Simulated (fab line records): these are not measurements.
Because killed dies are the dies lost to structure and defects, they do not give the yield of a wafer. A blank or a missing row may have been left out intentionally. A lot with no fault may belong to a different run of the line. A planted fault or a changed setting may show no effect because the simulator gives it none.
A lot that was struck, set against a sound lot :: flow sky130 :: 15 steps out of a route of 708
Sound: the wafers L227.3, L227.5, L227.6. Wafers struck: L216.1, L216.2, L216.4. The cause comes at the end.
For every step that has rows: the tool of each side, followed by ch and its chambers, followed by its first start. Under that, the readings that differ: sound wafers :: struck wafers :: difference of the means :: sigmas: that difference in standard deviations of wafers without a fault.
alike: readings whose means differ by less than 2 such deviations, and words and numbers that are the same on both sides. not compared: withheld readings, readings that some wafer has no value for, bounds like >300 that may hide the same value, and numbers for which the record gives no deviation and whose values overlap.
The two part at a step that has a row with sigmas, a row that says differs or no value, or rows on one side only. Numbers that don't overlap but have no deviation are shown without sigmas and don't part them. Lack of a reading on every wafer of one side parts them only where that side has two or more wafers.

first, 1 step without rows for these wafers: SKY_POLY_GATE_OXIDATION_20 (stabilise 600 s, purge 300 s, target thk 4 nm).
SKY_POLY_GATE_THK_MEAS_21:
  sound: film_metro-01 at day 21 15:19; struck: film_metro-01 at day 17 19:48
  alike: POLY_GATE_OXIDATION_THK
SKY_POLY_GATE_CD_MEAS_22:
  sound: cd_sem-01 at day 21 15:25; struck: cd_sem-01 at day 17 19:52
reading: cd_nm (nm)
sound: 148 148 146
struck: 155 153 153
difference: +6
sigmas: +2
then, 7 steps without rows for these wafers: SKY_LDD_N_DEHYDRATE_00 (time 60 s); SKY_LDD_N_HMDS_01 (prime time 60 s); SKY_LDD_N_COAT_02 (resist thk 300 nm); SKY_LDD_N_SOFTBAKE_03 (time 57.73 s); SKY_LDD_N_EXPOSE_04 (exposes mask NTM, target cd 840 nm); SKY_LDD_N_PEB_05; SKY_LDD_N_DEVELOP_06 (develop time 60 s).
SKY_LDD_N_OVL_MEAS_07:
  sound: overlay-01 at day 22 23:08; struck: overlay-02 at day 19 01:46
  alike: LDD_N_OVL
next, for these wafers, 1 step has no rows: SKY_LDD_N_IMPLANT_08.
SKY_LDD_N_IMPLANT_09:
  sound on implanter-01 ch 0, day 22 23:21; struck on implanter-03 ch 0, day 19 01:56
reading: dose_ions_cm2
sound: 7.495e+13 7.514e+13 7.501e+13
struck: 6.806e+13 6.791e+13 6.806e+13
difference: -7.023e+12
sigmas: -86

reading: faraday_current_uA
sound: 418 417 424
struck: 391 390 395
difference: -28
sigmas: -3
next, for these wafers, 1 step has no rows: SKY_LDD_N_IMPLANT_10.
-- record jumps: 28 days separate the struck wafers' starts on either side; left off in module LDD_N, taken up again in module PAD_OPEN, whose first shown step is the route's number 708 --
SKY_PAD_OPEN_PROBE_99:
  sound: prober-02 at day 49 05:59; struck: prober-01 at day 46 18:50
reading: model.etest.tip_n.rs_ohm_sq
sound: 439.9 438.1 439.8
struck: 450.6 446 443.7
difference: +7.5
sigmas: 
  alike: killed_at_M0_to_M3, killed_at_M4_up, killed_at_contacts, killed_at_front_end, killed_at_other, killed_dies, killed_open, killed_short

== WHERE THEY PART ==
Last at SKY_LDD_N_IMPLANT_09 as far as this record goes, first at SKY_POLY_GATE_CD_MEAS_22. Later steps at which nothing parts them and some readings are alike: SKY_PAD_OPEN_PROBE_99.

WHY: what the simulator had put in
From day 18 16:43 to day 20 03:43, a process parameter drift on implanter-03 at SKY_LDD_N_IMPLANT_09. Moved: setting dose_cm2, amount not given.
